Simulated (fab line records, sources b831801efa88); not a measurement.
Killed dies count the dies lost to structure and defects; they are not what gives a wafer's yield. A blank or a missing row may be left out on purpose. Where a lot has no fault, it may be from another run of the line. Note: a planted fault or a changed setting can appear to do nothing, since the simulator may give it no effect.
Chamber matching	flow sky130	SKY_LI_CONTACT_ETCH_14 on rie-diel-01 has 4 sister chambers
The step etches BARC in N2/H2, stops on SiO2, time 44.54 s, target depth 60 nm. 8 wafers are shown with their chamber, then 7 later ones without.

== WAFERS, EACH WITH ITS CHAMBER ==
wafer	chamber	drypump-motor-current-A (A)	throttle-valve-pct (%)
L079.5	2	5.5	13.222
L085.5	1	5.2	13.217
L085.6	2	5.5	13.219
L087.1	3	4.8	13.223
L087.2	0	6.2	13.239
L087.6	1	5.2	13.222
L091.3	3	4.8	13.246
L091.5	0	6.3	13.228

== WAFERS MISSING THEIR CHAMBER ==
wafer	drypump-motor-current-A (A)	throttle-valve-pct (%)
L091.6	5.2	13.217
L094.2	5.5	13.223
L094.4	4.9	13.230
L094.6	5.2	13.224
L096.1	5.5	13.226
L096.2	4.9	13.210
L096.4	4.9	13.218

== THE CHAMBER EACH PASSED THROUGH ==
wafer	from the rows above	in truth
L091.6	1	1
L094.2	2	2
L094.4	3	3
L094.6	1	1
L096.1	2	2
L096.2	3	3
L096.4	3	3
Correctly placed: 7 of 7. Number that these rows cannot place: 0. Number placed wrongly: 0.
How it was worked out, from the rows above alone: a wafer's distance from a chamber is the root of the sum, over the readings, of the square of ((its reading less the chamber's mean) divided by the reading's scatter). If the next closest chamber is less than 2 further off than the closest, the wafer can't be placed; otherwise it belongs to the closest. For every chamber, the mean is computed from those of its wafers that are shown. The scatter is the square root of a quotient: the sum, over the shown wafers, of each reading's squared deviation from its chamber's mean, divided by wafers minus chambers.
